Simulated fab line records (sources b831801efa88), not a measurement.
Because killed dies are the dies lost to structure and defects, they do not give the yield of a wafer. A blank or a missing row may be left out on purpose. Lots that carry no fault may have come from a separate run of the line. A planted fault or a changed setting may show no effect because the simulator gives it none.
2 desks, one fault | flow gf180mcu | only its own numbers are on each desk; what lay behind them is given at the end

FOR THE TOOL OWNER'S DESK: lithoTrack-04
The tool's own readings at GF_DUAL_GATE_COAT_06 (resist thk 1000 nm): means of the sampled wafers that have a number, for each lot that ran on this tool. The brackets show how far a lot's mean lies from the usual mean; more than 4 standard deviations puts the lot out of limits, marked OUT.
Columns: A = spinSpeedRpm at GF_DUAL_GATE_COAT_06, usual 3000.0 rpm
lot  | first seen here | A
L569 | day 9 16:17     | 2997.7
L572 | day 10 13:55    | 2999.3
L575 | day 11 12:16    | 2998.9
L577 | day 12 00:26    | 2999.5
L579 | day 12 10:10    | 2999.4
L582 | day 13 10:07    | 2999.7
This desk's verdict: no lot among the 6 shows anything out of limits.

METROLOGY DESK
Means of the sampled wafers that have a number, per lot and without regard to the tool the lot ran on: this is what the gauges read. The brackets show how far a lot's mean lies from the usual mean; more than 4 standard deviations puts the lot out of limits, marked OUT.
Columns: A = POLY_GATE_CVD_00_THK at GF_POLY_GATE_THK_MEAS_01, usual 200.9 nm; B = POLY_GATE_OVL at GF_POLY_GATE_OVL_MEAS_11, usual 3 nm
lot  | first seen here | A     | B
L565 | day 8 23:29     | 197.9 | 9
L566 | day 9 07:50     | 199.7 | 10
L567 | day 9 17:24     | 201.5 | -1
L569 | day 10 04:22    | 203.6 | 0
L571 | day 10 20:02    | 201.1 | 8
L572 | day 11 02:44    | 199.3 | 3
L573 | day 11 12:48    | 200.9 | -0
L575 | day 12 02:15    | 203.6 | 6
L577 | day 12 13:03    | 201.5 | 1
L579 | day 12 23:19    | 200.6 | 9
L581 | day 13 17:19    | 198.9 | -0
L582 | day 13 23:22    | 201.4 | -2
L584 | day 14 20:31    | 201.0 | 6
This desk's verdict: no lot among the 13 shows anything out of limits.

PUT TOGETHER
The desk of the tool owner found nothing out of limits.
At the metrology desk, nothing out of limits was observed.

WHAT WAS PUT IN BY THE SIMULATOR
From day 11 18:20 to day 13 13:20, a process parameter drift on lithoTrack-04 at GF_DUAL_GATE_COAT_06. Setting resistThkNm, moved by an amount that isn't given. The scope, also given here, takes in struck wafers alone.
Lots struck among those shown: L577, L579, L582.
